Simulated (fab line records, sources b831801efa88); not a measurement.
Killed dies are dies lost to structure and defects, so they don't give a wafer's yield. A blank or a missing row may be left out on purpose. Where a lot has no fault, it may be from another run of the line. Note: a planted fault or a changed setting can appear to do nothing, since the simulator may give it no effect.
fab line records ; flow gf180mcu ; part 1 of 2: steps 1 to 31 of 42
record: lots: 5; wafers: 15; last_day: 33
route steps=602 shown MVPSD@139 VT_IMPLANT@140 DUAL_GATE@141 POLY_GATE@157 HV_LDD@176
lots that met no fault: from a run of the same line without faults
start_h: hours from the record's first day to the start of the lot's first wafer shown ; wait_h: how many hours have passed since the lot's step before this one ; " identical to the entry in the row above ; L1.1+2: one row covering several wafers at once ; - no value, or no start given ; * or withheld: withheld ; < > ~ a bound
route shown NAME@n: names a module that has steps shown in the file, with the first one's number in the route ; usual: mean/standard deviation of fault-free wafers ; same: alike in all rows ; chamber/n: place in a boat ; sites: each site's reading ; _std_site: standard deviation of those values ; _edge_site: inner sites' mean taken away from outer sites' mean ; radius_mm: for every site, how far away it sits from the centre of the wafer ; mask NAME#n: copy n ; behind: the most recent tool/chamber to have shaped the wafer ; hold: why the lot went on hold/how many hours it stayed there/how the hold came to an end ; device: whichever transistor did not switch (one of n, p or np) ; end of line: the route-end tests of the same wafers ; a step without rows: its recipe alone ; killed: count of dies lost to structure and defects at first sort (not the wafer's yield) ; map: shows each die of a wafer: x if killed, . if not, _ if none is there
set.NAME: the run value of the setting; set.NAME@STEP: its run value at that earlier step ; model.NAME: the simulator's own value behind a step, which no gauge read
lots at some steps of the route; a table a step, a row a wafer
services: from which hour (start_h, from the record's first day; less than 0 if before it) a tool's chamber was out of use, for how many hours, and why
== steps ==
step: GF_VT_IMPLANT_RS_MEAS_49
recipe: thk_meas_gauge: four-point-probe
usual: MVPSD_RS: 1168/3.3
lot.wafer;tool;chamber;start_h;wait_h;MVPSD_RS[ohm/sq]
L076.3;film_metro-03;-;169.92;0.1;1174
L076.5;film_metro-03;-;169.92;0.1;1169
L076.6;film_metro-03;-;169.92;0.1;1175
L077.2;film_metro-01;-;179.15;0.1;1171
L077.4;film_metro-01;-;179.15;0.1;1170
L077.5;film_metro-01;-;179.15;0.1;1171
L086.2;film_metro-03;-;239.25;0.1;1167
L086.3;film_metro-03;-;239.25;0.1;1170
L086.5;film_metro-03;-;239.25;0.1;1169
L088.1;film_metro-03;-;262.55;0.1;1168
L088.4;film_metro-03;-;262.55;0.1;1169
L088.5;film_metro-03;-;262.55;0.1;1167
L089.2;film_metro-04;-;265.14;0.1;1164
L089.4;film_metro-04;-;265.14;0.1;1169
L089.5;film_metro-04;-;265.14;0.1;1168
step: GF_VT_IMPLANT_WET_ETCH_50
recipe: chemistry: dHF; target_depth_nm: 20; target: SiO2; temp_c: 25; dilution: 100:1; time_s: 400
usual: temp_c: 25.01/0.11
lot.wafer;tool;chamber;start_h;wait_h;temp_c
L076.3;wet_bench-03;2;170.00;0.1;24.96
L076.5;wet_bench-03;2;170.00;0.1;24.97
L076.6;wet_bench-03;2;170.00;0.1;24.93
L077.2;wet_bench-03;1;179.25;0.1;24.95
L077.4;wet_bench-03;1;179.25;0.1;25.14
L077.5;wet_bench-03;1;179.25;0.1;25.05
L086.2;wet_bench-01;3;239.35;0.1;25.00
L086.3;wet_bench-01;3;239.35;0.1;24.94
L086.5;wet_bench-01;3;239.35;0.1;25.00
L088.1;wet_bench-01;3;262.67;0.1;24.98
L088.4;wet_bench-01;3;262.67;0.1;24.89
L088.5;wet_bench-01;3;262.67;0.1;24.94
L089.2;wet_bench-03;1;265.24;0.1;25.10
L089.4;wet_bench-03;1;265.24;0.1;25.04
L089.5;wet_bench-03;1;265.24;0.1;25.13
step: GF_DUAL_GATE_CLEAN_00
recipe: chemistry: SC1/SC2; mix: 1:4:20; temp_c: 70; time_s: 150
usual: temp_c: 69.99/0.11
lot.wafer;tool;chamber;start_h;wait_h;temp_c
L076.3;wet_bench-01;1;170.12;0.0;69.86
L076.5;wet_bench-01;1;170.12;0.0;70.08
L076.6;wet_bench-01;1;170.12;0.0;69.79
L077.2;wet_bench-04;0;179.37;0.0;69.85
L077.4;wet_bench-04;0;179.37;0.0;70.15
L077.5;wet_bench-04;0;179.37;0.0;70.27
L086.2;wet_bench-04;0;239.47;0.0;70.10
L086.3;wet_bench-04;0;239.47;0.0;70.04
L086.5;wet_bench-04;0;239.47;0.0;70.08
L088.1;wet_bench-03;1;262.98;0.0;69.96
L088.4;wet_bench-03;1;262.98;0.0;70.04
L088.5;wet_bench-03;1;262.98;0.0;69.94
L089.2;wet_bench-04;0;265.37;0.0;70.00
L089.4;wet_bench-04;0;265.37;0.0;69.94
L089.5;wet_bench-04;0;265.37;0.0;70.11
step: GF_DUAL_GATE_CLEAN_01
recipe: chemistry: dHF; time_s: 20; dilution: 100:1; dry: ipa_marangoni
lot.wafer;tool;chamber;start_h;wait_h
L076.3+5+6;wet_bench-03;0;170.22;0.0
L077.2+4+5;wet_bench-01;0;179.42;0.0
L086.2+3+5;wet_bench-03;2;239.52;0.0
L088.1+4+5;wet_bench-04;2;263.03;0.0
L089.2+4+5;wet_bench-03;0;265.42;0.0
step: GF_DUAL_GATE_OXIDATION_02
recipe: temp_c: 900; ambient: O2; stabilise_s: 600; purge_s: 300; target_thk_a: 108.87; ox_time_s: 1602
usual: spike_tc_upper_C: 900.0/1.1
lot.wafer;tool;chamber;start_h;wait_h;spike_tc_upper_C
L076.3;furnace-01;0;171.51;1.3;898.5
L076.5;furnace-01;0;171.51;1.3;898.8
L076.6;furnace-01;0;171.51;1.3;899.9
L077.2;furnace-02;0;179.71;0.3;900.3
L077.4;furnace-02;0;179.71;0.3;899.7
L077.5;furnace-02;0;179.71;0.3;903.0
L086.2;furnace-02;0;241.09;1.6;900.4
L086.3;furnace-02;0;241.09;1.6;900.5
L086.5;furnace-02;0;241.09;1.6;901.0
L088.1;furnace-02;0;263.05;0.0;899.5
L088.4;furnace-02;0;263.05;0.0;899.3
L088.5;furnace-02;0;263.05;0.0;901.0
L089.2;furnace-01;0;265.62;0.2;900.0
L089.4;furnace-01;0;265.62;0.2;901.0
L089.5;furnace-01;0;265.62;0.2;900.2
step: GF_DUAL_GATE_THK_MEAS_03
recipe: reads: SiO2_of_DUAL_GATE_OXIDATION_02
usual: DUAL_GATE_OXIDATION_00_THK: 10.85/0.2
lot.wafer;tool;chamber;start_h;wait_h;DUAL_GATE_OXIDATION_00_THK[nm]
L076.3;film_metro-02;-;172.98;0.0;11.04
L076.5;film_metro-02;-;172.98;0.0;10.72
L076.6;film_metro-02;-;172.98;0.0;11.09
L077.2;film_metro-02;-;181.16;0.0;10.74
L077.4;film_metro-02;-;181.16;0.0;10.82
L077.5;film_metro-02;-;181.16;0.0;10.74
L086.2;film_metro-01;-;242.55;0.0;10.72
L086.3;film_metro-01;-;242.55;0.0;10.75
L086.5;film_metro-01;-;242.55;0.0;10.44
L088.1;film_metro-02;-;264.49;0.0;10.83
L088.4;film_metro-02;-;264.49;0.0;10.70
L088.5;film_metro-02;-;264.49;0.0;10.69
L089.2;film_metro-02;-;267.08;0.0;11.07
L089.4;film_metro-02;-;267.08;0.0;11.13
L089.5;film_metro-02;-;267.08;0.0;11.10
step: GF_DUAL_GATE_DEHYDRATE_04
recipe: temp_c: 200; time_s: 60
lot.wafer;tool;chamber;start_h;wait_h
L076.3+5+6;litho_track-01;0;180.70;7.7
L077.2+4+5;litho_track-01;0;188.83;7.7
L086.2+3+5;litho_track-01;0;250.83;8.3
L088.1+4+5;litho_track-02;0;273.60;9.1
L089.2+4+5;litho_track-01;0;276.08;9.0
step: GF_DUAL_GATE_HMDS_05
recipe: prime_time_s: 60; prime_temp_c: 120
usual: prime_temp_c: 119.98/0.14
lot.wafer;tool;chamber;start_h;wait_h;prime_temp_c
L076.3;litho_track-01;0;180.85;0.1;119.92
L076.5;litho_track-01;0;180.85;0.1;119.96
L076.6;litho_track-01;0;180.85;0.1;119.87
L077.2;litho_track-01;0;188.98;0.1;120.04
L077.4;litho_track-01;0;188.98;0.1;119.97
L077.5;litho_track-01;0;188.98;0.1;119.96
L086.2;litho_track-01;0;250.98;0.1;120.00
L086.3;litho_track-01;0;250.98;0.1;120.01
L086.5;litho_track-01;0;250.98;0.1;119.96
L088.1;litho_track-02;0;273.75;0.1;119.82
L088.4;litho_track-02;0;273.75;0.1;120.01
L088.5;litho_track-02;0;273.75;0.1;119.79
L089.2;litho_track-01;0;276.23;0.1;120.05
L089.4;litho_track-01;0;276.23;0.1;119.97
L089.5;litho_track-01;0;276.23;0.1;119.90
step: GF_DUAL_GATE_COAT_06
recipe: resist: NOVOLAK; spin_rpm: 3000; resist_thk_nm: 1000
lot.wafer;tool;chamber;start_h;wait_h
L076.3+5+6;litho_track-01;0;181.00;0.1
L077.2+4+5;litho_track-01;0;189.13;0.1
L086.2+3+5;litho_track-01;0;251.13;0.1
L088.1+4+5;litho_track-02;0;273.90;0.1
L089.2+4+5;litho_track-01;0;276.38;0.1
step: GF_DUAL_GATE_SOFTBAKE_07
recipe: temp_c: 90; time_s: 60; resist: NOVOLAK
lot.wafer;tool;chamber;start_h;wait_h
L076.3+5+6;litho_track-01;0;181.15;0.1
L077.2+4+5;litho_track-01;0;189.28;0.1
L086.2+3+5;litho_track-01;0;251.28;0.1
L088.1+4+5;litho_track-02;0;274.05;0.1
L089.2+4+5;litho_track-01;0;276.53;0.1
step: GF_DUAL_GATE_EXPOSE_08
recipe: mask_id: Dualgate; target_cd_nm: 700; na: 0.6; source_shape: conventional; sigma_outer: 0.6; dose_mj: 140
lot.wafer;tool;chamber;start_h;wait_h;mask
L076.3+5+6;iline_stepper-01;0;-;-;Dualgate#0
L077.2+4+5;iline_stepper-01;0;-;-;Dualgate#0
L086.2+3+5;iline_stepper-01;0;-;-;Dualgate#0
L088.1+4+5;iline_stepper-02;0;-;-;Dualgate#0
L089.2+4+5;iline_stepper-01;0;-;-;Dualgate#0
step: GF_DUAL_GATE_PEB_09
recipe: temp_c: withheld; time_s: *; resist: NOVOLAK
lot.wafer;tool;chamber;start_h;wait_h
L076.3+5+6;litho_track-04;0;-;-
L077.2+4+5;litho_track-04;0;-;-
L086.2+3+5;litho_track-04;0;-;-
L088.1+4+5;litho_track-02;0;-;-
L089.2+4+5;litho_track-04;0;-;-
step: GF_DUAL_GATE_DEVELOP_10
recipe: develop_time_s: 60; dev_temp_c: 23
lot.wafer;tool;chamber;start_h;wait_h
L076.3+5+6;litho_track-04;0;189.02;0.1
L077.2+4+5;litho_track-04;0;197.44;0.1
L086.2+3+5;litho_track-04;0;260.64;0.1
L088.1+4+5;litho_track-02;0;283.30;0.1
L089.2+4+5;litho_track-04;0;286.29;0.1
step: GF_DUAL_GATE_OVL_MEAS_11
usual: DUAL_GATE_OVL: 1.6/1.5
lot.wafer;tool;chamber;start_h;wait_h;DUAL_GATE_OVL[nm]
L076.3;overlay-01;-;189.13;0.1;1.1
L076.5;overlay-01;-;189.13;0.1;1.7
L076.6;overlay-01;-;189.13;0.1;1.9
L077.2;overlay-01;-;197.58;0.1;2.9
L077.4;overlay-01;-;197.58;0.1;3.7
L077.5;overlay-01;-;197.58;0.1;2.2
L086.2;overlay-01;-;260.77;0.1;2.0
L086.3;overlay-01;-;260.77;0.1;2.8
L086.5;overlay-01;-;260.77;0.1;4.8
L088.1;overlay-02;-;283.45;0.1;4.3
L088.4;overlay-02;-;283.45;0.1;0.7
L088.5;overlay-02;-;283.45;0.1;2.5
L089.2;overlay-02;-;286.42;0.1;2.0
L089.4;overlay-02;-;286.42;0.1;1.1
L089.5;overlay-02;-;286.42;0.1;-0.4
step: GF_DUAL_GATE_WET_ETCH_12
recipe: chemistry: dHF; target_depth_nm: 13; dry: n2_spin; target: SiO2; temp_c: 24.59; dilution: 100:1; time_s: 260
usual: temp_c: 24.57/0.11
lot.wafer;tool;chamber;start_h;wait_h;temp_c
L076.3;wet_bench-01;0;189.16;0.0;24.58
L076.5;wet_bench-01;0;189.16;0.0;24.64
L076.6;wet_bench-01;0;189.16;0.0;24.68
L077.2;wet_bench-01;1;197.61;0.0;24.42
L077.4;wet_bench-01;1;197.61;0.0;24.62
L077.5;wet_bench-01;1;197.61;0.0;24.47
L086.2;wet_bench-04;0;260.80;0.0;24.75
L086.3;wet_bench-04;0;260.80;0.0;24.58
L086.5;wet_bench-04;0;260.80;0.0;24.69
L088.1;wet_bench-01;3;283.49;0.0;24.40
L088.4;wet_bench-01;3;283.49;0.0;24.56
L088.5;wet_bench-01;3;283.49;0.0;24.44
L089.2;wet_bench-04;0;286.45;0.0;24.60
L089.4;wet_bench-04;0;286.45;0.0;24.57
L089.5;wet_bench-04;0;286.45;0.0;24.47
step: GF_DUAL_GATE_STRIP_13
recipe: chemistry: O2/N2; power_w: 1400; pressure_mtorr: 1500; platen_temp_c: 250; o2_flow_sccm: 3000; n2_flow_sccm: 300; overash_fraction: 0.5
usual: drypump_motor_current_A: 5.8/0.5; heater_power_w: 317/24; oes_product_au: 0.716/0.0049; strip_time_to_endpoint_s: 12.62/0.043
lot.wafer;tool;chamber;start_h;wait_h;drypump_motor_current_A;heater_power_w;oes_product_au;rf_hours_counter_h;strip_time_to_endpoint_s
L076.3;plasma_asher-01;1;189.27;0.0;5.2;342;0.725;-;12.58
L076.5;plasma_asher-01;0;189.27;0.0;5.8;348;0.711;-;12.59
L076.6;plasma_asher-01;1;189.27;0.0;5.2;349;0.715;-;12.57
L077.2;plasma_asher-02;1;197.69;0.0;5.7;290;0.717;8;12.67
L077.4;plasma_asher-02;0;197.69;0.0;5.9;287;0.709;-;12.68
L077.5;plasma_asher-02;1;197.69;0.0;5.6;274;0.721;-;12.68
L086.2;plasma_asher-04;1;260.88;0.0;5.5;292;0.720;61;12.66
L086.3;plasma_asher-04;0;260.88;0.0;6.7;309;0.719;-;12.69
L086.5;plasma_asher-04;0;260.88;0.0;6.7;310;0.716;-;12.70
L088.1;plasma_asher-02;1;283.57;0.0;5.7;293;0.719;17;12.59
L088.4;plasma_asher-02;0;283.57;0.0;5.9;298;0.712;-;12.59
L088.5;plasma_asher-02;0;283.57;0.0;5.9;297;0.713;-;12.60
L089.2;plasma_asher-04;0;286.53;0.0;6.7;316;0.729;63;12.58
L089.4;plasma_asher-04;0;286.53;0.0;6.7;312;0.719;-;12.57
L089.5;plasma_asher-04;1;286.53;0.0;5.5;291;0.708;-;12.59
step: GF_DUAL_GATE_CLEAN_14
recipe: chemistry: SC1/SC2; mix: 1:4:20; temp_c: 70; time_s: 150; dry: n2_spin
usual: temp_c: 70.02/0.13
lot.wafer;tool;chamber;start_h;wait_h;temp_c
L076.3;wet_bench-04;2;189.34;0.0;70.02
L076.5;wet_bench-04;2;189.34;0.0;70.02
L076.6;wet_bench-04;2;189.34;0.0;69.99
L077.2;wet_bench-01;3;197.79;0.1;70.03
L077.4;wet_bench-01;3;197.79;0.1;69.99
L077.5;wet_bench-01;3;197.79;0.1;70.01
L086.2;wet_bench-04;1;260.98;0.1;70.12
L086.3;wet_bench-04;1;260.98;0.1;70.13
L086.5;wet_bench-04;1;260.98;0.1;70.16
L088.1;wet_bench-03;0;283.67;0.1;70.03
L088.4;wet_bench-03;0;283.67;0.1;69.92
L088.5;wet_bench-03;0;283.67;0.1;69.89
L089.2;wet_bench-03;3;286.63;0.1;69.91
L089.4;wet_bench-03;3;286.63;0.1;70.13
L089.5;wet_bench-03;3;286.63;0.1;69.98
step: GF_DUAL_GATE_OXIDATION_15
recipe: temp_c: 850; ambient: O2; stabilise_s: 600; purge_s: 300; target_thk_a: 70.98; ox_time_s: 1995
usual: spike_tc_upper_C: 850.0/1
lot.wafer;tool;chamber;start_h;wait_h;spike_tc_upper_C
L076.3;furnace-01;0;189.39;0.0;849.7
L076.5;furnace-01;0;189.39;0.0;849.5
L076.6;furnace-01;0;189.39;0.0;849.0
L077.2;furnace-02;0;197.84;0.0;850.7
L077.4;furnace-02;0;197.84;0.0;850.8
L077.5;furnace-02;0;197.84;0.0;849.3
L086.2;furnace-01;0;262.25;1.2;850.2
L086.3;furnace-01;0;262.25;1.2;849.4
L086.5;furnace-01;0;262.25;1.2;849.5
L088.1;furnace-02;0;283.73;0.0;851.1
L088.4;furnace-02;0;283.73;0.0;849.8
L088.5;furnace-02;0;283.73;0.0;849.4
L089.2;furnace-01;0;287.16;0.5;851.2
L089.4;furnace-01;0;287.16;0.5;849.4
L089.5;furnace-01;0;287.16;0.5;850.9
step: GF_POLY_GATE_CVD_00
recipe: material: poly-Si; target_thk_nm: 200; temp_c: 620; time_s: 1200; pressure_mtorr: 200
usual: spike_tc_upper_C: 620.5/1.1
lot.wafer;tool;chamber;start_h;wait_h;spike_tc_upper_C
L076.3;lpcvd-01;0;190.94;0.0;620.4
L076.5;lpcvd-01;0;190.94;0.0;621.0
L076.6;lpcvd-01;0;190.94;0.0;621.0
L077.2;lpcvd-01;0;199.39;0.0;621.6
L077.4;lpcvd-01;0;199.39;0.0;621.1
L077.5;lpcvd-01;0;199.39;0.0;619.6
L086.2;lpcvd-01;1;263.81;0.0;620.3
L086.3;lpcvd-01;1;263.81;0.0;620.1
L086.5;lpcvd-01;1;263.81;0.0;619.7
L088.1;lpcvd-01;0;285.29;0.0;621.7
L088.4;lpcvd-01;0;285.29;0.0;620.2
L088.5;lpcvd-01;0;285.29;0.0;622.5
L089.2;lpcvd-02;1;289.08;0.4;620.3
L089.4;lpcvd-02;1;289.08;0.4;620.1
L089.5;lpcvd-02;1;289.08;0.4;619.3
step: GF_POLY_GATE_THK_MEAS_01
recipe: reads: poly-Si_of_POLY_GATE_CVD_00
usual: POLY_GATE_CVD_00_THK: 199.1/1.7
lot.wafer;tool;chamber;start_h;wait_h;POLY_GATE_CVD_00_THK[nm]
L076.3;film_metro-03;-;192.29;0.0;199.6
L076.5;film_metro-03;-;192.29;0.0;200.3
L076.6;film_metro-03;-;192.29;0.0;199.0
L077.2;film_metro-02;-;200.73;0.0;197.0
L077.4;film_metro-02;-;200.73;0.0;198.7
L077.5;film_metro-02;-;200.73;0.0;197.8
L086.2;film_metro-03;-;265.15;0.0;201.0
L086.3;film_metro-03;-;265.15;0.0;199.2
L086.5;film_metro-03;-;265.15;0.0;199.4
L088.1;film_metro-04;-;286.62;0.0;197.5
L088.4;film_metro-04;-;286.62;0.0;197.3
L088.5;film_metro-04;-;286.62;0.0;197.1
L089.2;film_metro-02;-;290.43;0.0;198.8
L089.4;film_metro-02;-;290.43;0.0;198.4
L089.5;film_metro-02;-;290.43;0.0;197.0
step: GF_POLY_GATE_DEHYDRATE_02
recipe: temp_c: 200; time_s: 60
lot.wafer;tool;chamber;start_h;wait_h
L076.3+5+6;litho_track-04;0;199.62;7.3
L077.2+4+5;litho_track-04;0;209.04;8.3
L086.2+3+5;litho_track-04;0;274.44;9.3
L088.1+4+5;litho_track-04;0;295.87;9.2
L089.2+4+5;litho_track-01;0;299.53;9.1
step: GF_POLY_GATE_HMDS_03
recipe: prime_time_s: 60; prime_temp_c: 120
usual: prime_temp_c: 120.01/0.13
lot.wafer;tool;chamber;start_h;wait_h;prime_temp_c
L076.3;litho_track-04;0;199.77;0.1;119.77
L076.5;litho_track-04;0;199.77;0.1;120.04
L076.6;litho_track-04;0;199.77;0.1;120.01
L077.2;litho_track-04;0;209.19;0.1;120.06
L077.4;litho_track-04;0;209.19;0.1;120.11
L077.5;litho_track-04;0;209.19;0.1;120.03
L086.2;litho_track-04;0;274.59;0.1;120.03
L086.3;litho_track-04;0;274.59;0.1;119.91
L086.5;litho_track-04;0;274.59;0.1;120.03
L088.1;litho_track-04;0;296.02;0.1;120.04
L088.4;litho_track-04;0;296.02;0.1;120.16
L088.5;litho_track-04;0;296.02;0.1;120.10
L089.2;litho_track-01;0;299.68;0.1;120.11
L089.4;litho_track-01;0;299.68;0.1;120.15
L089.5;litho_track-01;0;299.68;0.1;120.10
step: GF_POLY_GATE_COAT_04
recipe: resist: BARC; temp_c: withheld; time_s: withheld; spin_rpm: withheld; resist_thk_nm: withheld
lot.wafer;tool;chamber;start_h;wait_h
L076.3+5+6;litho_track-04;0;199.92;0.1
L077.2+4+5;litho_track-04;0;209.34;0.1
L086.2+3+5;litho_track-04;0;274.74;0.1
L088.1+4+5;litho_track-04;0;296.17;0.1
L089.2+4+5;litho_track-01;0;299.83;0.1
step: GF_POLY_GATE_COAT_05
recipe: resist: KrF; spin_rpm: withheld; resist_thk_nm: 700
lot.wafer;tool;chamber;start_h;wait_h
L076.3+5+6;litho_track-04;0;-;-
L077.2+4+5;litho_track-04;0;-;-
L086.2+3+5;litho_track-04;0;-;-
L088.1+4+5;litho_track-04;0;-;-
L089.2+4+5;litho_track-01;0;-;-
step: GF_POLY_GATE_SOFTBAKE_06
recipe: temp_c: 130; time_s: 60; resist: KrF
lot.wafer;tool;chamber;start_h;wait_h
L076.3+5+6;litho_track-04;0;-;-
L077.2+4+5;litho_track-04;0;-;-
L086.2+3+5;litho_track-04;0;-;-
L088.1+4+5;litho_track-04;0;-;-
L089.2+4+5;litho_track-01;0;-;-
step: GF_POLY_GATE_EXPOSE_07
recipe: mask_id: Poly2; target_cd_nm: 280; na: 0.68; source_shape: conventional; sigma_outer: 0.6; dose_mj: 28
lot.wafer;tool;chamber;start_h;wait_h;mask
L076.3+5+6;krf_scanner-02;0;-;-;Poly2#0
L077.2+4+5;krf_scanner-02;0;-;-;Poly2#0
L086.2+3+5;krf_scanner-01;0;-;-;Poly2#0
L088.1+4+5;krf_scanner-02;0;-;-;Poly2#0
L089.2+4+5;krf_scanner-01;0;-;-;Poly2#0
step: GF_POLY_GATE_PEB_08
recipe: peb_temp_c: 135; peb_time_s: 90; resist: KrF
lot.wafer;tool;chamber;start_h;wait_h
L076.3+5+6;litho_track-04;0;-;-
L077.2+4+5;litho_track-01;0;-;-
L086.2+3+5;litho_track-03;0;-;-
L088.1+4+5;litho_track-04;0;-;-
L089.2+4+5;litho_track-03;0;-;-
step: GF_POLY_GATE_DEVELOP_09
recipe: develop_time_s: 60; resist: KrF; dev_temp_c: 21
lot.wafer;tool;chamber;start_h;wait_h
L076.3+5+6;litho_track-04;0;208.92;0.1
L077.2+4+5;litho_track-01;0;218.23;0.2
L086.2+3+5;litho_track-03;0;284.70;0.2
L088.1+4+5;litho_track-04;0;306.32;0.2
L089.2+4+5;litho_track-03;0;310.60;0.2
step: GF_POLY_GATE_CD_MEAS_10
recipe: target_cd_nm: 280
usual: cd_nm: 279.7/1.1
lot.wafer;tool;chamber;start_h;wait_h;cd_nm
L076.3;cd_sem-01;-;209.06;0.1;279.0
L076.5;cd_sem-01;-;209.06;0.1;279.3
L076.6;cd_sem-01;-;209.06;0.1;278.7
L077.2;cd_sem-01;-;218.37;0.1;278.5
L077.4;cd_sem-01;-;218.37;0.1;279.9
L077.5;cd_sem-01;-;218.37;0.1;279.2
L086.2;cd_sem-01;-;284.84;0.1;281.0
L086.3;cd_sem-01;-;284.84;0.1;279.5
L086.5;cd_sem-01;-;284.84;0.1;280.0
L088.1;cd_sem-02;-;306.47;0.1;279.5
L088.4;cd_sem-02;-;306.47;0.1;279.8
L088.5;cd_sem-02;-;306.47;0.1;279.6
L089.2;cd_sem-02;-;310.74;0.1;280.2
L089.4;cd_sem-02;-;310.74;0.1;280.7
L089.5;cd_sem-02;-;310.74;0.1;280.5
step: GF_POLY_GATE_OVL_MEAS_11
usual: POLY_GATE_OVL: -1/5.7
lot.wafer;tool;chamber;start_h;wait_h;POLY_GATE_OVL[nm]
L076.3;overlay-01;-;209.15;0.1;-8
L076.5;overlay-01;-;209.15;0.1;-7
L076.6;overlay-01;-;209.15;0.1;0
L077.2;overlay-01;-;218.48;0.1;-2
L077.4;overlay-01;-;218.48;0.1;-5
L077.5;overlay-01;-;218.48;0.1;-1
L086.2;overlay-01;-;284.95;0.1;-14
L086.3;overlay-01;-;284.95;0.1;-9
L086.5;overlay-01;-;284.95;0.1;-7
L088.1;overlay-01;-;306.59;0.1;-5
L088.4;overlay-01;-;306.59;0.1;-5
L088.5;overlay-01;-;306.59;0.1;-12
L089.2;overlay-01;-;310.85;0.1;10
L089.4;overlay-01;-;310.85;0.1;4
L089.5;overlay-01;-;310.85;0.1;2
step: GF_POLY_GATE_ETCH_12
recipe: chemistry: N2/H2; target_depth_a: withheld; overetch_a: withheld; time_s: withheld; target: BARC; ion_energy_ev: 200; source_w: 500; bias_w: 100; pressure_mtorr: 30; n2_flow_sccm: 100; h2_flow_sccm: 200
usual: drypump_motor_current_A: 6.0/0.45; oes_product_au: 0.734/0.0046; throttle_valve_pct: 13.214/0.0088
lot.wafer;tool;chamber;start_h;wait_h;drypump_motor_current_A;oes_product_au;throttle_valve_pct
L076.3;rie_diel-03;2;209.18;0.0;5.4;0.743;13.212
L076.5;rie_diel-03;2;209.18;0.0;5.4;0.726;13.199
L076.6;rie_diel-03;1;209.18;0.0;5.8;0.736;13.214
L077.2;rie_diel-04;3;218.51;0.0;5.8;0.738;13.215
L077.4;rie_diel-04;0;218.51;0.0;6.4;0.742;13.213
L077.5;rie_diel-04;2;218.51;0.0;6.1;0.731;13.226
L086.2;rie_diel-04;0;284.98;0.0;6.4;0.735;13.204
L086.3;rie_diel-04;1;284.98;0.0;5.1;0.739;13.200
L086.5;rie_diel-04;1;284.98;0.0;5.2;0.729;13.212
L088.1;rie_diel-02;3;306.62;0.0;6.5;0.739;13.214
L088.4;rie_diel-02;2;306.62;0.0;6.1;0.732;13.208
L088.5;rie_diel-02;0;306.62;0.0;6.6;0.729;13.209
L089.2;rie_diel-02;3;310.88;0.0;6.5;0.738;13.210
L089.4;rie_diel-02;0;310.88;0.0;6.6;0.742;13.216
L089.5;rie_diel-02;2;310.88;0.0;6.1;0.735;13.207
